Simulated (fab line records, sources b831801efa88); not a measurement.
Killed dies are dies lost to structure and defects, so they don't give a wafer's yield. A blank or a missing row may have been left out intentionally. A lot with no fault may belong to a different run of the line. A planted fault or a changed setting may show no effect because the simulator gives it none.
Which of the tools did it? :: flow gf180mcu :: 6 lots (18 wafers sampled), 1 step of a 602-step route

## WHAT THE GAUGES SHOWED, per wafer
GF_MVPSD_OVL_MEAS_07.
lot: L925
measured: day 5 05:54
on: overlay-01
MVPSD_OVL (nm): -1.1 -0.5 1.1

lot: L927
measured: day 5 18:37
on: overlay-01
MVPSD_OVL (nm): -0.1 0.7 2.1

lot: L929
measured: day 6 07:08
on: overlay-02
MVPSD_OVL (nm): 2.9 1.0 0.6

lot: L931
measured: day 6 18:16
on: overlay-02
MVPSD_OVL (nm): 2.3 2.1 1.2

lot: L938
measured: day 8 12:43
on: overlay-02
MVPSD_OVL (nm): 4.2 2.9 -0.7

lot: L945
measured: day 10 06:20
on: overlay-02
MVPSD_OVL (nm): -1.5 1.6 1.2

## WHAT TOOL EACH LOT RAN ON (gives the tool, then ch and the chambers of the sampled wafers, and finally the start)
The record shows no process step preceding these readings.

## THE ANSWER, worked out from the rows above alone
Rule: the lots themselves supply what counts as usual. The widest of any qualifying gaps counts: lots, ordered by their means at a reading, are off when they make up no more than a third of the lots, leave a main group of 4 or more, and stand apart from it by 3 or more times the standard deviation of that group's means. If all means in a main group match to the digits the tables above print for the reading, that group is not used. Also off: a lot with no number at a reading for which 4 or more lots have one. The other lots that the step has rows for count as sound.
None of the lots is off at any reading shown; this tells nothing.

## WHAT WAS PUT IN BY THE SIMULATOR
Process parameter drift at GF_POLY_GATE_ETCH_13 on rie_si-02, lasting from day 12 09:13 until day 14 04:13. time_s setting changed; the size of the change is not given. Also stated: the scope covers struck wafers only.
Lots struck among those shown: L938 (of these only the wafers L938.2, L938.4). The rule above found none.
